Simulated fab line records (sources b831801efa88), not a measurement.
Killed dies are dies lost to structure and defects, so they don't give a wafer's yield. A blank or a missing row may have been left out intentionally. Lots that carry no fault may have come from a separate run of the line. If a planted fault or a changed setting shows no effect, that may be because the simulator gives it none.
A lot that was struck, set against a sound lot + flow sky130 + 14 out of 708 route steps
Sound: wafers L212.3, L212.5, L212.6. The struck wafers were L199.2, L199.3, L199.6. The cause is named last.
At each step with rows: each side's tool, then ch and its chambers, then its first start. Under that, the readings that differ: sound wafers + struck wafers + difference of the means + sigmas: that difference in standard deviations of wafers without a fault.
alike: readings whose means differ by less than 2 such deviations, and words and numbers that are the same on both sides. not compared: withheld readings, readings that some wafer has no value for, bounds like >300 that may hide the same value, and numbers for which the record gives no deviation and whose values overlap.
Wherever a step has rows on one side only, a row that says differs or no value, or a row with sigmas, the two part there. Numbers that don't overlap but have no deviation are shown without sigmas and don't part them. A reading missing from all wafers of one side parts the sides only when that side holds two or more wafers.

first, 2 steps without rows for these wafers: SKY_LDD_HVP_PEB_05; SKY_LDD_HVP_DEVELOP_06 (develop time 60 s).
SKY_LDD_HVP_OVL_MEAS_07:
  sound on overlay-01, day 28 13:53; struck on overlay-02, day 23 16:05
  alike: LDD_HVP_OVL
then, 1 step without rows for these wafers: SKY_LDD_HVP_IMPLANT_08.
SKY_LDD_HVP_STRIP_09: strips in O2/N2.
  sound on plasmaAsher-02 ch 0,1, day 28 14:05; struck on plasmaAsher-01 ch 0,1, day 23 16:16
  alike: drypumpMotorCurrentA, oesProductAu, stripTimeToEndpointS
  not compared: rfHoursCounterH
SKY_LDD_HVP_TW_MEAS_10:
  sound on filmMetro-03, day 28 14:11; struck on filmMetro-03, day 23 16:22
  alike: LDD_HVP_TW
then, 6 steps without rows for these wafers: SKY_LDD_LDN_DEHYDRATE_00 (time 60 s); SKY_LDD_LDN_HMDS_01 (prime time 60 s); SKY_LDD_LDN_COAT_02 (resist thk 1140 nm); SKY_LDD_LDN_SOFTBAKE_03 (time 60 s); SKY_LDD_LDN_EXPOSE_04 (exposes mask LDNTM, target cd 700 nm); SKY_LDD_LDN_PEB_05.
SKY_LDD_LDN_DEVELOP_06: develop time 60 s.
  sound on lithoTrack-01 ch 0, day 29 17:56; struck on lithoTrack-02, day 24 22:09
  no value came back on the struck wafers for chillPlateTempC (C), developTimeS (s); on the sound wafers chillPlateTempC (C) reads 22.98 22.87 22.85
SKY_LDD_LDN_OVL_MEAS_07:
  sound on overlay-02, day 29 18:04; struck on overlay-01, day 24 22:17
| reading          | sound        | struck | difference                    | sigmas |
|------------------|--------------|--------|-------------------------------|--------|
| LDD_LDN_OVL (nm) | 0.0 -0.9 1.3 | - - -  | no value on the struck wafers |        |

WHERE THEY PART
At SKY_LDD_LDN_DEVELOP_06 first; at SKY_LDD_LDN_OVL_MEAS_07 last (within this record only).

WHY: the cause the simulator had injected
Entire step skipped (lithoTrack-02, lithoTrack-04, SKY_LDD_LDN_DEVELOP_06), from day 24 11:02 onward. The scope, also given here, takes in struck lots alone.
